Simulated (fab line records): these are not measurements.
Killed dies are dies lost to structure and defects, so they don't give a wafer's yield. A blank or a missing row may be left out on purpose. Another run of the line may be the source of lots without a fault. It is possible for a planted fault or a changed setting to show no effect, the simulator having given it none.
The tool behind it: which one? / flow gf180mcu / 13 lots with 39 wafers sampled at 3 steps, on a route of 602 steps

## WHAT EACH GAUGE READ, for each wafer
GF_HV_LDD_THK_MEAS_57.
lot=L355; measured=day 12 20:14; on=film_metro-04; HV_LDD_CVD_56_THK (nm)=88.8 88.8 88.6
lot=L356; measured=day 13 05:06; on=film_metro-04; HV_LDD_CVD_56_THK (nm)=90.4 89.6 90.3
lot=L358; measured=day 13 15:21; on=film_metro-01; HV_LDD_CVD_56_THK (nm)=89.6 89.4 89.2
lot=L357; measured=day 13 16:14; on=film_metro-02; HV_LDD_CVD_56_THK (nm)=89.7 89.9 90.0
lot=L359; measured=day 14 01:36; on=film_metro-01; HV_LDD_CVD_56_THK (nm)=89.3 89.7 89.1
lot=L360; measured=day 14 11:01; on=film_metro-01; HV_LDD_CVD_56_THK (nm)=88.4 89.1 88.8
lot=L361; measured=day 14 15:08; on=film_metro-01; HV_LDD_CVD_56_THK (nm)=88.7 88.9 89.2
lot=L362; measured=day 14 18:01; on=film_metro-01; HV_LDD_CVD_56_THK (nm)=91.2 90.7 90.7
lot=L363; measured=day 15 05:05; on=film_metro-04; HV_LDD_CVD_56_THK (nm)=90.9 90.4 91.1
lot=L364; measured=day 15 11:27; on=film_metro-02; HV_LDD_CVD_56_THK (nm)=90.4 89.0 89.8
lot=L369; measured=day 17 06:50; on=film_metro-01; HV_LDD_CVD_56_THK (nm)=90.2 89.6 90.2
lot=L371; measured=day 17 19:19; on=film_metro-02; HV_LDD_CVD_56_THK (nm)=88.5 89.2 89.4
lot=L377; measured=day 19 17:52; on=film_metro-01; HV_LDD_CVD_56_THK (nm)=90.9 90.4 90.6

GF_SALICIDE_RS_MEAS_04: uses a four-point probe to measure.
lot=L355; measured=day 15 11:46; on=film_metro-02; SALICIDE_TIN_RS (ohm/sq)=15.9 15.9 15.8
lot=L356; measured=day 15 21:12; on=film_metro-02; SALICIDE_TIN_RS (ohm/sq)=16.0 15.8 15.7
lot=L358; measured=day 16 07:05; on=film_metro-01; SALICIDE_TIN_RS (ohm/sq)=16.1 16.5 16.5
lot=L357; measured=day 16 08:45; on=film_metro-03; SALICIDE_TIN_RS (ohm/sq)=16.1 16.0 16.5
lot=L359; measured=day 16 19:35; on=film_metro-01; SALICIDE_TIN_RS (ohm/sq)=15.7 16.2 15.8
lot=L360; measured=day 17 07:26; on=film_metro-01; SALICIDE_TIN_RS (ohm/sq)=16.1 16.6 16.3
lot=L361; measured=day 17 10:52; on=film_metro-02; SALICIDE_TIN_RS (ohm/sq)=16.4 16.1 16.0
lot=L362; measured=day 17 12:47; on=film_metro-01; SALICIDE_TIN_RS (ohm/sq)=16.5 16.0 16.0
lot=L363; measured=day 18 00:58; on=film_metro-03; SALICIDE_TIN_RS (ohm/sq)=16.0 16.2 16.1
lot=L364; measured=day 18 07:51; on=film_metro-03; SALICIDE_TIN_RS (ohm/sq)=16.1 16.4 16.5
lot=L369; measured=day 20 07:05; on=film_metro-01; SALICIDE_TIN_RS (ohm/sq)=16.3 16.5 16.5
lot=L371; measured=day 20 20:27; on=film_metro-03; SALICIDE_TIN_RS (ohm/sq)=16.8 16.3 16.9
lot=L377; measured=day 22 17:48; on=film_metro-01; SALICIDE_TIN_RS (ohm/sq)=15.9 15.9 15.9

## WHAT TOOL EACH LOT RAN ON (gives the tool, then ch and the chambers of the sampled wafers, and finally the start)
lot=L355; GF_SAB_ETCH_11=rie_diel-04 ch 2,3, day 15 11:20
lot=L356; GF_SAB_ETCH_11=rie_diel-04 ch 0,1,3, day 15 20:47
lot=L358; GF_SAB_ETCH_11=rie_diel-04 ch 1,2, day 16 06:38
lot=L357; GF_SAB_ETCH_11=rie_diel-04 ch 1,2, day 16 08:22
lot=L359; GF_SAB_ETCH_11=rie_diel-01 ch 2,3, day 16 19:11
lot=L360; GF_SAB_ETCH_11=rie_diel-04 ch 1,2, day 17 06:50
lot=L361; GF_SAB_ETCH_11=rie_diel-04 ch 0,1,2, day 17 10:17
lot=L362; GF_SAB_ETCH_11=rie_diel-01 ch 2,3, day 17 12:22
lot=L363; GF_SAB_ETCH_11=rie_diel-04 ch 1,2,3, day 18 00:32
lot=L364; GF_SAB_ETCH_11=rie_diel-04 ch 0,1, day 18 07:26
lot=L369; GF_SAB_ETCH_11=rie_diel-01 ch 0,1,3, day 20 06:38
lot=L371; GF_SAB_ETCH_11=rie_diel-02 ch 1,2, day 20 20:02
lot=L377; GF_SAB_ETCH_11=rie_diel-04 ch 0,2, day 22 17:20
- GF_SAB_ETCH_11: etches SiO2 in C4F8/O2/Ar, target depth 55 nm, time 8.5 s.

## AS READ BY THE TOOLS THEMSELVES (means over the sampled wafers that have a number; for cases with no such wafer, the mark the record gives instead)
GF_SAB_ETCH_11.
lot=L355; tool=rie_diel-04; oes_product_au (a.u.)=1.023
lot=L356; tool=rie_diel-04; oes_product_au (a.u.)=1.009
lot=L358; tool=rie_diel-04; oes_product_au (a.u.)=1.007
lot=L357; tool=rie_diel-04; oes_product_au (a.u.)=1.006
lot=L359; tool=rie_diel-01; oes_product_au (a.u.)=0.992
lot=L360; tool=rie_diel-04; oes_product_au (a.u.)=1.008
lot=L361; tool=rie_diel-04; oes_product_au (a.u.)=1.012
lot=L362; tool=rie_diel-01; oes_product_au (a.u.)=0.988
lot=L363; tool=rie_diel-04; oes_product_au (a.u.)=1.004
lot=L364; tool=rie_diel-04; oes_product_au (a.u.)=1.008
lot=L369; tool=rie_diel-01; oes_product_au (a.u.)=0.988
lot=L371; tool=rie_diel-02; oes_product_au (a.u.)=0.995
lot=L377; tool=rie_diel-04; oes_product_au (a.u.)=1.003

## THE ANSWER, worked out from the rows above alone
Rule: the lots themselves supply what counts as usual. The widest of any qualifying gaps counts: lots, ordered by their means at a reading, are off when they make up no more than a third of the lots, leave a main group of 4 or more, and stand apart from it by 3 or more times the standard deviation of that group's means. Not used: any main group whose means are identical at the precision the tables above print for the reading. A lot without any number at a reading at which 4 lots or more have one is off too. Where the step has rows for the other lots, those lots are counted as sound. After the gauges, taken in route order, come the tools' own readings; for these a lot's mean is taken, as printed above. At the first step where some lot is off, the reading lying furthest off is the one used; lots without a number count as furthest.
None of the lots is off at any reading shown; this tells nothing.

## WHAT THE SIMULATOR HAD PUT IN
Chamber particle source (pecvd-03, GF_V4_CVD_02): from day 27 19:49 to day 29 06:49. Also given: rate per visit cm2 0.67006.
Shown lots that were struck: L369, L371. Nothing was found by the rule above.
